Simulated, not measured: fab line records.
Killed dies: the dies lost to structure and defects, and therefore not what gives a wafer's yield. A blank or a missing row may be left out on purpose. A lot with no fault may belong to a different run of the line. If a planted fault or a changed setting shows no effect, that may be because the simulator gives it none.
Which tool was responsible? + flow sky130 + 15 lots, 45 wafers sampled, at 4 steps of a route of 708

## WHAT EACH GAUGE READ, for each wafer
No reading from a measuring or inspecting step in the record can be judged against a usual standard deviation.

## WHAT TOOL EACH LOT RAN ON (gives the tool, then ch and the chambers of the sampled wafers, and finally the start)
| lot  | SKY_CAP2M_STRIP_14                   | SKY_METAL4_ETCH_16                | SKY_VIA4_CMP_21               | SKY_METAL5_DESCUM_14              |
|------|--------------------------------------|-----------------------------------|-------------------------------|-----------------------------------|
| L787 | plasma asher-01 ch 0,1, day 40 14:38 | rie metal-03 ch 0,1, day 41 13:15 | cmp-01 ch 0,1,3, day 42 15:09 | rie metal-03 ch 0,1, day 43 14:31 |
| L788 | plasma asher-01 ch 0,1, day 41 15:52 | rie metal-04 ch 0,1, day 42 16:12 | cmp-02 ch 1,2,3, day 43 16:58 | rie metal-01 ch 1, day 44 15:40   |
| L792 | plasma asher-03 ch 0,1, day 41 18:58 | rie metal-04 ch 0,1, day 42 18:59 | cmp-02 ch 1,3, day 43 19:18   | rie metal-01 ch 0,1, day 44 17:25 |
| L791 | plasma asher-03 ch 0,1, day 42 00:14 | rie metal-04 ch 0,1, day 43 00:12 | cmp-01 ch 0,2, day 44 01:37   | rie metal-01 ch 1, day 44 23:43   |
| L793 | plasma asher-01 ch 0,1, day 42 08:55 | rie metal-03 ch 0,1, day 43 08:38 | cmp-01 ch 1,2, day 44 09:57   | rie metal-01 ch 0,1, day 45 07:43 |
| L794 | plasma asher-01 ch 0, day 43 06:13   | rie metal-03 ch 0, day 44 05:34   | cmp-01 ch 1,2,3, day 45 04:54 | rie metal-03 ch 0,1, day 46 02:37 |
| L796 | plasma asher-03 ch 0,1, day 43 11:44 | rie metal-03 ch 0,1, day 44 10:45 | cmp-01 ch 1,3, day 45 11:16   | -                                 |
| L798 | plasma asher-01 ch 0,1, day 43 12:59 | rie metal-03 ch 0,1, day 44 11:54 | cmp-01 ch 1,2,3, day 45 12:25 | -                                 |
| L799 | plasma asher-03 ch 0,1, day 44 02:31 | rie metal-03 ch 1, day 45 01:01   | cmp-02 ch 1,2,3, day 46 00:11 | -                                 |
| L804 | plasma asher-01 ch 0,1, day 45 09:55 | rie metal-04 ch 0,1, day 46 07:14 | cmp-01 ch 2,3, day 47 06:44   | rie metal-03 ch 0,1, day 48 02:43 |
| L806 | plasma asher-01 ch 0,1, day 46 08:37 | rie metal-03 ch 0,1, day 47 05:51 | cmp-01 ch 0,1,2, day 48 04:12 | rie metal-04 ch 0,1, day 48 22:49 |
| L807 | plasma asher-02 ch 0,1, day 46 11:37 | rie metal-03 ch 0,1, day 47 08:48 | cmp-02 ch 1,2,3, day 48 06:58 | rie metal-04 ch 0,1, day 49 01:58 |
| L808 | plasma asher-01 ch 0,1, day 47 00:44 | rie metal-02 ch 1, day 47 21:15   | cmp-02 ch 1,2,3, day 48 18:24 | rie metal-03 ch 0,1, day 49 11:52 |
| L810 | plasma asher-03 ch 0,1, day 47 22:08 | rie metal-02 ch 0,1, day 48 17:45 | cmp-02 ch 0,1,2, day 49 13:18 | rie metal-03 ch 0,1, day 50 05:58 |
| L809 | plasma asher-02 ch 0,1, day 47 22:26 | rie metal-03 ch 0,1, day 48 18:52 | cmp-01 ch 1,2,3, day 49 14:25 | rie metal-01 ch 1, day 50 06:10   |
- SKY_CAP2M_STRIP_14: strips in O2/N2.
- SKY_METAL4_ETCH_16: etches BARC in N2/H2, stops on SiO2, time 88.2 s, target depth 60 nm.
- SKY_VIA4_CMP_21: polishes, stops on SiO2, t overpolish 25 s, target thk 0 nm.
- SKY_METAL5_DESCUM_14: chemistry O2, time 11 s.

## AS READ BY THE TOOLS THEMSELVES (means over the sampled wafers that have a number; for cases with no such wafer, the mark the record gives instead)
SKY_CAP2M_STRIP_14. Usual: drypump motor current A 5.8 A, standard deviation 0.44; n2 flow sccm 300.0 sccm, standard deviation 0.92; oes product au 0.710 a.u., standard deviation 0.0043; strip time to endpoint s 12.62 s, standard deviation 0.052.
| lot  | tool            | drypump motor current A (A) | n2 flow sccm (sccm) | oes product au (a.u.) | strip time to endpoint s (s) | flag |
|------|-----------------|-----------------------------|---------------------|-----------------------|------------------------------|------|
| L787 | plasma asher-01 | 5.7                         | 299.9               | 0.708                 | 12.66                        |      |
| L788 | plasma asher-01 | 5.6                         | 300.1               | 0.710                 | 12.62                        |      |
| L792 | plasma asher-03 | 6.2                         | 299.7               | 0.714                 | 12.61                        |      |
| L791 | plasma asher-03 | 6.2                         | 300.8               | 0.711                 | 12.70                        |      |
| L793 | plasma asher-01 | 5.6                         | 299.4               | 0.713                 | 12.60                        |      |
| L794 | plasma asher-01 | 5.5                         | 300.3               | 0.709                 | 12.67                        |      |
| L796 | plasma asher-03 | 5.8                         | 300.4               | 0.711                 | 12.60                        |      |
| L798 | plasma asher-01 | 5.8                         | 299.3               | 0.707                 | 12.60                        |      |
| L799 | plasma asher-03 | 6.2                         | 300.4               | 0.710                 | 12.55                        |      |
| L804 | plasma asher-01 | 5.8                         | 300.0               | 0.709                 | 12.63                        |      |
| L806 | plasma asher-01 | 5.8                         | 299.8               | 0.713                 | 12.64                        |      |
| L807 | plasma asher-02 | 5.2                         | 300.5               | 0.714                 | 12.68                        |      |
| L808 | plasma asher-01 | 5.8                         | 300.5               | 0.706                 | 12.66                        |      |
| L810 | plasma asher-03 | 6.2                         | 300.0               | 0.713                 | 12.56                        |      |
| L809 | plasma asher-02 | 5.2                         | 300.1               | 0.710                 | 12.63                        |      |

SKY_METAL4_ETCH_16. Usual: drypump motor current A 6.0 A, standard deviation 0.34; n2 flow sccm 100.0 sccm, standard deviation 0.32; oes product au 0.622 a.u., standard deviation 0.0043; throttle valve pct 13.205 %, standard deviation 0.0097.
| lot  | tool         | drypump motor current A (A) | n2 flow sccm (sccm) | oes product au (a.u.) | throttle valve pct (%) | flag |
|------|--------------|-----------------------------|---------------------|-----------------------|------------------------|------|
| L787 | rie metal-03 | 6.1                         | 100.0               | 0.622                 | 13.218                 |      |
| L788 | rie metal-04 | 5.9                         | 100.3               | 0.621                 | 13.198                 |      |
| L792 | rie metal-04 | 5.9                         | 99.7                | 0.618                 | 13.205                 |      |
| L791 | rie metal-04 | 5.8                         | 100.2               | 0.619                 | 13.215                 |      |
| L793 | rie metal-03 | 6.3                         | 100.0               | 0.622                 | 13.199                 |      |
| L794 | rie metal-03 | 5.9                         | 100.2               | 0.620                 | 13.203                 |      |
| L796 | rie metal-03 | 6.2                         | 99.8                | 0.628                 | 13.208                 |      |
| L798 | rie metal-03 | 6.2                         | 100.2               | 0.621                 | 13.207                 |      |
| L799 | rie metal-03 | 6.5                         | 100.0               | 0.620                 | 13.196                 |      |
| L804 | rie metal-04 | 5.9                         | 100.2               | 0.622                 | 13.203                 |      |
| L806 | rie metal-03 | 6.1                         | 99.4                | 0.620                 | 13.200                 |      |
| L807 | rie metal-03 | 6.2                         | 100.2               | 0.623                 | 13.209                 |      |
| L808 | rie metal-02 | 5.3                         | 100.5               | 0.627                 | 13.202                 |      |
| L810 | rie metal-02 | 6.0                         | 100.0               | 0.623                 | 13.213                 |      |
| L809 | rie metal-03 | 6.3                         | 99.9                | 0.626                 | 13.196                 |      |

SKY_VIA4_CMP_21. Usual: edge zone pressure frac 1.000, standard deviation 0.0055; head pressure psi 3.499 psi, standard deviation 0.007; motor current A 10.7 A, standard deviation 1.1; overpolish run s 25.000 s, standard deviation 0.0089; time to endpoint s 123 s, standard deviation 3.4.
| lot  | tool   | edge zone pressure frac | head pressure psi (psi) | motor current A (A) | overpolish run s (s) | time to endpoint s (s) | flag |
|------|--------|-------------------------|-------------------------|---------------------|----------------------|------------------------|------|
| L787 | cmp-01 | 0.998                   | 3.499                   | 10.8                | 25.006               | 123                    |      |
| L788 | cmp-02 | 0.996                   | 3.501                   | 11.3                | 24.997               | 124                    |      |
| L792 | cmp-02 | 0.998                   | 3.502                   | 11.0                | 25.005               | 126                    |      |
| L791 | cmp-01 | 1.004                   | 3.494                   | 10.9                | 24.998               | 127                    |      |
| L793 | cmp-01 | 0.998                   | 3.506                   | 9.8                 | 25.000               | 126                    |      |
| L794 | cmp-01 | 1.006                   | 3.503                   | 9.9                 | 24.998               | 123                    |      |
| L796 | cmp-01 | -                       | -                       | -                   | -                    | -                      | OFF  |
| L798 | cmp-01 | -                       | -                       | -                   | -                    | -                      | OFF  |
| L799 | cmp-02 | -                       | -                       | -                   | -                    | -                      | OFF  |
| L804 | cmp-01 | 0.993                   | 3.502                   | 10.1                | 24.998               | 121                    |      |
| L806 | cmp-01 | 1.000                   | 3.498                   | 11.2                | 24.993               | 120                    |      |
| L807 | cmp-02 | 0.997                   | 3.505                   | 11.3                | 24.998               | 125                    |      |
| L808 | cmp-02 | 1.000                   | 3.504                   | 11.1                | 24.993               | 123                    |      |
| L810 | cmp-02 | 0.998                   | 3.500                   | 10.6                | 24.993               | 127                    |      |
| L809 | cmp-01 | 0.999                   | 3.502                   | 10.0                | 24.996               | 128                    |      |

SKY_METAL5_DESCUM_14. Usual: drypump motor current A 6.0 A, standard deviation 0.3; oes product au 0.998 a.u., standard deviation 0.01.
| lot  | tool         | drypump motor current A (A) | oes product au (a.u.) | flag |
|------|--------------|-----------------------------|-----------------------|------|
| L787 | rie metal-03 | 6.1                         | 1.004                 |      |
| L788 | rie metal-01 | 6.2                         | 0.998                 |      |
| L792 | rie metal-01 | 5.7                         | 0.995                 |      |
| L791 | rie metal-01 | 6.2                         | 0.989                 |      |
| L793 | rie metal-01 | 6.0                         | 0.997                 |      |
| L794 | rie metal-03 | 6.2                         | 0.998                 |      |
| L804 | rie metal-03 | 6.2                         | 1.002                 |      |
| L806 | rie metal-04 | 5.9                         | 0.986                 |      |
| L807 | rie metal-04 | 5.8                         | 0.991                 |      |
| L808 | rie metal-03 | 6.1                         | 1.008                 |      |
| L810 | rie metal-03 | 6.2                         | 1.005                 |      |
| L809 | rie metal-01 | 6.2                         | 1.010                 |      |

## THE ANSWER, worked out from the rows above alone
Rule: a lot counts as off when the mean over its wafers that have a number is more than 3 standard deviations away from the usual mean. Also off: a lot with no number at a reading for which 4 or more lots have one. Where the step has rows for the other lots, those lots are counted as sound. After the gauges, taken in route order, come the tools' own readings; for these a lot's mean is taken, as printed above. At the first step where some lot is off, the reading lying furthest off is the one used; lots without a number count as furthest.
Off at SKY_VIA4_CMP_21 (edge zone pressure frac): L796, L798, L799. Without a number there: L796, L798, L799.
A tool fits if, at that step or a process step before it, it ran every lot that is off, and no sound lot after the first of them. No candidate that was tried fits.

## WHAT WAS PUT IN BY THE SIMULATOR
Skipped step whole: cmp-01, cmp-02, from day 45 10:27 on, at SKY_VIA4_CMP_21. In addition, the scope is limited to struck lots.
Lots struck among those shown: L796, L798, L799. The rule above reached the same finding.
